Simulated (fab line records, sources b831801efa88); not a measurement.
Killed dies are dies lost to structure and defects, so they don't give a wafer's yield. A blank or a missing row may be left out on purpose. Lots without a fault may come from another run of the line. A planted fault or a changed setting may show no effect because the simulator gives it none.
Which tool did it? | flow gf180mcu | 6 lots, 17 wafers sampled, at 2 steps of a route of 602

WHAT THE GAUGES READ, wafer by wafer
GF_MVPSD_OVL_MEAS_07.
lot  | measured    | on         | MVPSD_OVL (nm)
L488 | day 5 17:51 | overlay-01 | 0.6 0.5 -0.6
L492 | day 6 22:19 | overlay-02 | -2.6 -1.2 -0.9
L494 | day 7 04:27 | overlay-01 | -0.1 1.5 1.1
L496 | day 7 20:18 | overlay-02 | -1.2 -0.1 -2.0
L498 | day 8 06:45 | overlay-02 | 0.0 0.2 -0.6
L502 | day 9 05:45 | overlay-01 | - -

WHICH TOOL RAN EACH LOT (tool, then ch and the chambers of the sampled wafers, then the start)
lot  | GF_MVPSD_DEVELOP_06
L488 | litho_track-01 ch 0, day 5 17:00
L492 | litho_track-04 ch 0, day 6 22:00
L494 | litho_track-01 ch 0, day 7 04:00
L496 | litho_track-01 ch 0, day 7 20:00
L498 | litho_track-04 ch 0, day 8 06:00
L502 | litho_track-01 ch 0, day 9 05:00
- GF_MVPSD_DEVELOP_06: develop time 60 s.

THE ANSWER, worked out from the rows above alone
Rule: what is usual is taken from the lots themselves. Put in order of their means at a reading, lots are off if they are a third of the lots or fewer, leave a main group of 4 or more, and stand apart from it by a gap of 3 or more times the standard deviation of the main group's means; of several such gaps the widest counts. A main group whose means are all the same, to the digits that the tables above print for the reading, isn't used. A lot without any number at a reading at which 4 lots or more have one is off too. The other lots that the step has rows for count as sound.
Off: L502, at GF_MVPSD_OVL_MEAS_07 (MVPSD_OVL). Without a number there: L502. The main group: mean -0.4 nm, standard deviation 0.87.
A tool fits if, at a process step before that reading, it ran every lot that is off, and no sound lot after the first of them. The gauges at GF_MVPSD_OVL_MEAS_07 are tried like those tools. Can't be told from this: 2 tools fit, litho_track-01 at GF_MVPSD_DEVELOP_06, overlay-01 at GF_MVPSD_OVL_MEAS_07.

WHAT THE SIMULATOR HAD PUT IN
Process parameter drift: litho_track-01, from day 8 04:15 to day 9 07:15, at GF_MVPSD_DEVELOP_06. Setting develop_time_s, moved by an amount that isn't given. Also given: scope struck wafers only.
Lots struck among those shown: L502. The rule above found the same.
